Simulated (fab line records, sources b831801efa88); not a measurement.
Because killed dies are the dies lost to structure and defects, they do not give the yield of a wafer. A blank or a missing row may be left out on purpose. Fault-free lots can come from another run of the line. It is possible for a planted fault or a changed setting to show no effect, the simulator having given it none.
The same fault as seen by 2 desks	flow sky130	only its own numbers are on each desk; what lay behind them is given at the end

AT THE TOOL OWNER'S DESK: rieMetal-04
The tool's own readings at SKY_METAL4_METAL_ETCH_18 (etches the open film in Cl2/BCl3, stops on SiO2, target depth 845 nm, time 183.1 s): means of the sampled wafers that have a number, for each lot that ran on this tool. If a lot's mean is further than 4 standard deviations from the usual mean, the lot is out of limits and carries the mark OUT (the distance appears in the brackets).
Columns: A = drypumpMotorCurrentA at SKY_METAL4_METAL_ETCH_18, usual 6.01 A; B = oesProductAu at SKY_METAL4_METAL_ETCH_18, usual 0.864 a.u.; C = throttleValvePct at SKY_METAL4_METAL_ETCH_18, usual 22.264 %
lot	first seen here	A	B	C
L445	day 41 22:21	6.16	0.851	22.259
L451	day 43 18:10	6.22	0.875	22.259
L455	day 46 13:05	6.15	0.698 (-22) OUT	22.268
L456	day 46 18:21	6.26	0.696 (-23) OUT	22.261
This desk's verdict: out of limits on L455, L456, starting with L455 at day 46 13:05 (oesProductAu at SKY_METAL4_METAL_ETCH_18). Within limits: L445, L451.

AT THE METROLOGY DESK
What the gauges read for every lot (on any tool): the sampled wafers with a number, averaged. If a lot's mean is further than 4 standard deviations from the usual mean, the lot is out of limits and carries the mark OUT (the distance appears in the brackets).
Columns: A = LI_CONTACT_OVL at SKY_LI_CONTACT_OVL_MEAS_13, usual 2 nm; B = VIA1_BOW at SKY_VIA1_BOW_MEAS_03, usual 78 um
lot	first seen here	A	B
L445	day 29 05:38	10	73
L446	day 29 14:42	1	84
L448	day 30 13:25	6	74
L450	day 30 22:49	1	78
L451	day 31 13:03	7	77
L455	day 35 00:01	0	65
L456	day 35 05:25	5	77
L461	day 35 15:19	-13	80
L463	day 35 23:05	3	77
L464	day 35 23:49	1	82
L465	day 36 10:18	-2	79
Result from this desk: across the 11 lots, nothing is out of limits.

ALL TOGETHER
At day 46 13:05, on L455, L456, the tool owner's desk was in a position to raise an alarm.
From the metrology desk's view, nothing was out of limits.
The metrology desk has L455, L456 on record, within its limits.
The lots listed all ran SKY_METAL4_METAL_ETCH_18 on rieMetal-04.

WHAT THE SIMULATOR HAD INSERTED
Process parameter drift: rieMetal-04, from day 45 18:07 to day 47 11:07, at SKY_METAL4_METAL_ETCH_18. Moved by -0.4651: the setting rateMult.
Shown lots that were struck: L455, L456.
Hours from the fault's start to each desk's first reading out of limits: the tool owner's desk, 19.
